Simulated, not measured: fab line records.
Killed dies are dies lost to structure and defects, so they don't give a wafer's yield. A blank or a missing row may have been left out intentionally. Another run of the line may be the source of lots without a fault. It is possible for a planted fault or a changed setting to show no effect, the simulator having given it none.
Which tool was responsible? + flow gf180mcu + Sampling: 12 lots, 36 wafers, 3 of 602 route steps

## WHAT EACH GAUGE READ, for each wafer
GF_V4_RS_MEAS_24: the measuring method here is four-point-probe. Usual: for V4_W_RS the level is 0.327 ohm/sq and the standard deviation is 0.0042.
| lot  | measured     | on           | V4_W_RS (ohm/sq)  | flag |
|------|--------------|--------------|-------------------|------|
| L408 | day 25 15:46 | filmMetro-01 | 0.329 0.331 0.325 |      |
| L410 | day 26 04:25 | filmMetro-01 | 0.328 0.329 0.330 |      |
| L411 | day 26 14:59 | filmMetro-04 | 0.323 0.332 0.328 |      |
| L412 | day 26 20:53 | filmMetro-03 | 0.328 0.334 0.334 |      |
| L414 | day 28 06:01 | filmMetro-04 | 0.327 0.328 0.326 |      |
| L417 | day 28 08:41 | filmMetro-01 | 0.323 0.323 0.326 |      |
| L416 | day 28 09:57 | filmMetro-03 | 0.334 0.327 0.329 |      |
| L420 | day 29 07:35 | filmMetro-03 | 0.320 0.322 0.329 |      |
| L421 | day 29 12:23 | filmMetro-01 | 0.329 0.324 0.329 |      |
| L422 | day 29 20:03 | filmMetro-04 | 0.333 0.323 0.332 |      |
| L425 | day 30 22:37 | filmMetro-04 | 0.329 0.327 0.338 |      |
| L428 | day 31 12:10 | filmMetro-04 | 0.329 0.330 0.329 |      |

GF_MIM_THK_MEAS_06. Usual: for MIM_CVD_05_THK the level is 41.9 nm and the standard deviation is 0.54.
| lot  | measured     | on           | MIM_CVD_05_THK (nm) | flag |
|------|--------------|--------------|---------------------|------|
| L408 | day 25 16:43 | filmMetro-03 | 41.7 43.3 42.8      |      |
| L410 | day 26 05:09 | filmMetro-04 | 41.2 43.0 42.2      |      |
| L411 | day 26 15:43 | filmMetro-02 | 42.1 41.5 42.5      |      |
| L412 | day 26 21:37 | filmMetro-04 | 42.0 41.7 42.2      |      |
| L414 | day 28 06:45 | filmMetro-03 | 41.1 41.5 42.3      |      |
| L417 | day 28 09:25 | filmMetro-03 | 41.9 42.0 41.9      |      |
| L416 | day 28 10:44 | filmMetro-02 | 42.0 41.3 41.9      |      |
| L420 | day 29 08:19 | filmMetro-02 | 42.3 41.5 43.6      |      |
| L421 | day 29 13:06 | filmMetro-03 | 42.0 42.6 42.0      |      |
| L422 | day 29 20:47 | filmMetro-04 | 41.6 42.0 41.6      |      |
| L425 | day 30 23:20 | filmMetro-02 | 41.8 42.4 42.5      |      |
| L428 | day 31 12:53 | filmMetro-04 | 40.6 42.3 41.5      |      |

## WHAT TOOL EACH LOT RAN ON (gives the tool, then ch and the chambers of the sampled wafers, and finally the start)
| lot  | GF_MIM_SPUTTER_02           |
|------|-----------------------------|
| L408 | pvdSputter-01, day 25 16:35 |
| L410 | pvdSputter-02, day 26 05:02 |
| L411 | pvdSputter-02, day 26 15:36 |
| L412 | pvdSputter-03, day 26 21:30 |
| L414 | pvdSputter-01, day 28 06:37 |
| L417 | pvdSputter-03, day 28 09:17 |
| L416 | pvdSputter-03, day 28 10:35 |
| L420 | pvdSputter-03, day 29 08:10 |
| L421 | pvdSputter-02, day 29 12:56 |
| L422 | pvdSputter-02, day 29 20:40 |
| L425 | pvdSputter-03, day 30 23:12 |
| L428 | pvdSputter-02, day 31 12:44 |
- GF_MIM_SPUTTER_02: material AlCu, target thk 450 nm, time 23.9 s.

## WHAT THE TOOLS THEMSELVES READ (means of the sampled wafers that have a number; where no wafer has one, the mark that the record gives instead)
GF_MIM_SPUTTER_02. Usual: 30.5 % for throttleValvePct, sd 1.3.
| lot  | tool          | throttleValvePct (%) | flag |
|------|---------------|----------------------|------|
| L408 | pvdSputter-01 | 29.3                 |      |
| L410 | pvdSputter-02 | 30.6                 |      |
| L411 | pvdSputter-02 | 29.9                 |      |
| L412 | pvdSputter-03 | 30.1                 |      |
| L414 | pvdSputter-01 | 30.1                 |      |
| L417 | pvdSputter-03 | 32.7                 |      |
| L416 | pvdSputter-03 | 30.8                 |      |
| L420 | pvdSputter-03 | 30.1                 |      |
| L421 | pvdSputter-02 | 30.4                 |      |
| L422 | pvdSputter-02 | 30.4                 |      |
| L425 | pvdSputter-03 | 31.3                 |      |
| L428 | pvdSputter-02 | 30.0                 |      |

## THE ANSWER, worked out from the rows above alone
Rule: a lot counts as off when the mean over its wafers that have a number is more than 3 standard deviations away from the usual mean. Also off: a lot with no number at a reading for which 4 or more lots have one. All remaining lots with rows at the step are treated as sound. First the gauges in route order, then the tools' own readings, where a lot's mean is used as printed above. At the first step where some lot is off, the reading lying furthest off is the one used; lots without a number count as furthest.
Nothing can be told from this: no lot is off at any reading shown.

## WHAT THE SIMULATOR HAD PUT IN
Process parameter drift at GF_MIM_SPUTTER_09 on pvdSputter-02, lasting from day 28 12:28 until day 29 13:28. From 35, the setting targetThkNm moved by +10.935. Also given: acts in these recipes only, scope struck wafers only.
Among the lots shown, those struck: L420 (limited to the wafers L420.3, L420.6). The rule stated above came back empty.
